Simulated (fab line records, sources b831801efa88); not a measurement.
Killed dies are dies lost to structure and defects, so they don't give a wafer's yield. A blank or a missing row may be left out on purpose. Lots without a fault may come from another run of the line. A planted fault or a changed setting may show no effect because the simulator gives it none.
Chamber matching | flow sky130 | SKY_FIELD_ISO_ETCH_14 on rie_diel-03: 4 sister chambers
The step etches BARC in N2/H2, stops on SiO2, time 45.9 s, target depth 60 nm. 16 wafers are shown with their chamber, then 8 later ones without.

WAFERS WITH THEIR CHAMBER
wafer  | chamber | drypump_motor_current_A (A) | oes_product_au (a.u.) | bias_w (W)
L972.2 | 2       | 6.1                         | 0.851                 | 99.88
L972.3 | 0       | 6.6                         | 0.858                 | 99.80
L972.5 | 0       | 6.7                         | 0.852                 | 99.75
L974.2 | 3       | 6.4                         | 0.851                 | 100.35
L974.3 | 1       | 4.9                         | 0.848                 | 100.23
L974.4 | 0       | 6.7                         | 0.856                 | 99.74
L978.1 | 3       | 6.4                         | 0.858                 | 99.67
L978.3 | 1       | 5.0                         | 0.844                 | 99.60
L978.6 | 3       | 6.4                         | 0.853                 | 99.95
L980.3 | 0       | 6.7                         | 0.859                 | 99.97
L980.5 | 1       | 5.0                         | 0.851                 | 99.84
L980.6 | 0       | 6.6                         | 0.859                 | 100.04
L981.1 | 1       | 5.0                         | 0.855                 | 100.04
L981.2 | 0       | 6.7                         | 0.864                 | 100.17
L981.3 | 2       | 6.2                         | 0.853                 | 100.25
L982.1 | 3       | 6.4                         | 0.857                 | 99.83

SIGNATURES (means of the wafers above)
reading                 | chamber 0 | chamber 1 | chamber 2 | chamber 3 | scatter within a chamber
drypump_motor_current_A | 6.667     | 4.975     | 6.150     | 6.400     | 0.0464
oes_product_au          | 0.85800   | 0.84950   | 0.85200   | 0.85475   | 0.00385
bias_w                  | 99.9117   | 99.9275   | 100.0650  | 99.9500   | 0.241
Rule: a wafer's distance from a chamber is the root of the sum, over the readings, of the square of ((its reading less the chamber's mean) divided by the reading's scatter). The wafer belongs to the nearest chamber; if the next one is less than 2 further off, it can't be placed. The scatter: the root of (the sum of the squares of (reading less its chamber's mean) over the shown wafers, divided by (wafers less chambers)).

WAFERS WITHOUT THEIR CHAMBER
wafer  | drypump_motor_current_A (A) | oes_product_au (a.u.) | bias_w (W)
L982.2 | 6.1                         | 0.857                 | 99.85
L982.5 | 6.5                         | 0.855                 | 100.22
L990.1 | 6.4                         | 0.856                 | 99.99
L990.2 | 5.0                         | 0.853                 | 99.79
L990.6 | 6.5                         | 0.851                 | 99.87
L993.3 | 4.9                         | 0.859                 | 99.71
L993.5 | 6.4                         | 0.845                 | 100.20
L993.6 | 4.9                         | 0.867                 | 99.53

WHICH CHAMBER EACH WENT THROUGH
wafer  | from the rows above     | in truth
L982.2 | 2                       | 2
L982.5 | can't be placed: 3 or 0 | 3
L990.1 | 3                       | 3
L990.2 | 1                       | 1
L990.6 | can't be placed: 3 or 0 | 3
L993.3 | 1                       | 1
L993.5 | 3                       | 3
L993.6 | 1                       | 1
Placed correctly: 6 of 8. Can't be placed from these rows: 2 (the true chamber is among the candidates in 2). Placed wrongly: 0.
